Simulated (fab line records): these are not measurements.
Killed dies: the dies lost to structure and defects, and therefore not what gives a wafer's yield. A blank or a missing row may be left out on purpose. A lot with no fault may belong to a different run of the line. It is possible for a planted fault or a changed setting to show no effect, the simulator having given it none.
Which tool was responsible? :: flow sky130 :: 13 lots, 39 wafers sampled, at 2 steps of a route of 708

## WHAT THE GAUGES READ, wafer by wafer
SKY_CONTACT_CD_MEAS_14: the cd target is 170 nm. Usual: cdNm at 170.2 nm, with a standard deviation of 1.5.
lot: L777
measured: day 32 03:03
on: cdSem-01
cdNm (nm): 169.1 171.0 169.7
flag: 

lot: L778
measured: day 32 06:22
on: cdSem-02
cdNm (nm): 169.7 168.3 168.9
flag: 

lot: L780
measured: day 32 13:34
on: cdSem-02
cdNm (nm): 169.4 168.6 169.6
flag: 

lot: L783
measured: day 33 14:41
on: cdSem-01
cdNm (nm): 171.4 171.9 170.8
flag: 

lot: L786
measured: day 34 15:22
on: cdSem-01
cdNm (nm): 172.3 172.8 173.1
flag: 

lot: L787
measured: day 35 03:34
on: cdSem-02
cdNm (nm): 171.6 171.0 170.8
flag: 

lot: L788
measured: day 35 14:01
on: cdSem-01
cdNm (nm): 172.4 171.3 171.0
flag: 

lot: L791
measured: day 36 04:08
on: cdSem-01
cdNm (nm): 173.7 172.3 171.4
flag: 

lot: L793
measured: day 36 20:55
on: cdSem-02
cdNm (nm): 170.6 170.2 170.8
flag: 

lot: L795
measured: day 37 13:58
on: cdSem-01
cdNm (nm): 171.2 169.0 169.4
flag: 

lot: L798
measured: day 38 07:05
on: cdSem-01
cdNm (nm): 171.6 171.2 171.2
flag: 

lot: L799
measured: day 38 09:22
on: cdSem-02
cdNm (nm): 168.1 168.9 167.2
flag: 

lot: L800
measured: day 38 20:13
on: cdSem-02
cdNm (nm): 171.3 170.5 171.9
flag: 

## EACH LOT AND THE TOOL THAT RAN IT (in order: tool; ch and the chambers of the sampled wafers; start)
lot: L777
SKY_LOCAL_INTERCONNECT_SPUTTER_00: pvdSputter-01, day 29 18:37

lot: L778
SKY_LOCAL_INTERCONNECT_SPUTTER_00: pvdSputter-02, day 29 21:40

lot: L780
SKY_LOCAL_INTERCONNECT_SPUTTER_00: pvdSputter-04, day 30 04:34

lot: L783
SKY_LOCAL_INTERCONNECT_SPUTTER_00: pvdSputter-04, day 31 07:02

lot: L786
SKY_LOCAL_INTERCONNECT_SPUTTER_00: pvdSputter-04, day 32 08:00

lot: L787
SKY_LOCAL_INTERCONNECT_SPUTTER_00: pvdSputter-01, day 32 21:06

lot: L788
SKY_LOCAL_INTERCONNECT_SPUTTER_00: pvdSputter-01, day 33 08:17

lot: L791
SKY_LOCAL_INTERCONNECT_SPUTTER_00: pvdSputter-01, day 33 23:05

lot: L793
SKY_LOCAL_INTERCONNECT_SPUTTER_00: pvdSputter-02, day 34 14:19

lot: L795
SKY_LOCAL_INTERCONNECT_SPUTTER_00: pvdSputter-04, day 35 07:56

lot: L798
SKY_LOCAL_INTERCONNECT_SPUTTER_00: pvdSputter-04, day 36 01:16

lot: L799
SKY_LOCAL_INTERCONNECT_SPUTTER_00: pvdSputter-01, day 36 03:55

lot: L800
SKY_LOCAL_INTERCONNECT_SPUTTER_00: pvdSputter-01, day 36 15:42
- SKY_LOCAL_INTERCONNECT_SPUTTER_00: material TiN, target thk 100 nm, time 83.3 s.

## WHAT THE TOOLS THEMSELVES READ (means of the sampled wafers that have a number; where no wafer has one, the mark that the record gives instead)
SKY_LOCAL_INTERCONNECT_SPUTTER_00. Usual: throttleValvePct at 30.6 %, with a standard deviation of 1.3.
lot: L777
tool: pvdSputter-01
throttleValvePct (%): 31.3
flag: 

lot: L778
tool: pvdSputter-02
throttleValvePct (%): 28.6
flag: 

lot: L780
tool: pvdSputter-04
throttleValvePct (%): 30.7
flag: 

lot: L783
tool: pvdSputter-04
throttleValvePct (%): 30.6
flag: 

lot: L786
tool: pvdSputter-04
throttleValvePct (%): 30.6
flag: 

lot: L787
tool: pvdSputter-01
throttleValvePct (%): 31.0
flag: 

lot: L788
tool: pvdSputter-01
throttleValvePct (%): 30.8
flag: 

lot: L791
tool: pvdSputter-01
throttleValvePct (%): 31.1
flag: 

lot: L793
tool: pvdSputter-02
throttleValvePct (%): 28.7
flag: 

lot: L795
tool: pvdSputter-04
throttleValvePct (%): 30.2
flag: 

lot: L798
tool: pvdSputter-04
throttleValvePct (%): 30.9
flag: 

lot: L799
tool: pvdSputter-01
throttleValvePct (%): 31.3
flag: 

lot: L800
tool: pvdSputter-01
throttleValvePct (%): 31.0
flag: 

## THE ANSWER, worked out from the rows above alone
Rule: a lot counts as off when the mean over its wafers that have a number is more than 3 standard deviations away from the usual mean. A lot without any number at a reading at which 4 lots or more have one is off too. All remaining lots with rows at the step are treated as sound. First the gauges in route order, then the tools' own readings, where a lot's mean is used as printed above. At the first step where some lot is off, the reading lying furthest off is the one used; lots without a number count as furthest.
No lot is off on any of the readings shown, so nothing can be concluded from this.

## WHAT HAD BEEN PUT IN BY THE SIMULATOR
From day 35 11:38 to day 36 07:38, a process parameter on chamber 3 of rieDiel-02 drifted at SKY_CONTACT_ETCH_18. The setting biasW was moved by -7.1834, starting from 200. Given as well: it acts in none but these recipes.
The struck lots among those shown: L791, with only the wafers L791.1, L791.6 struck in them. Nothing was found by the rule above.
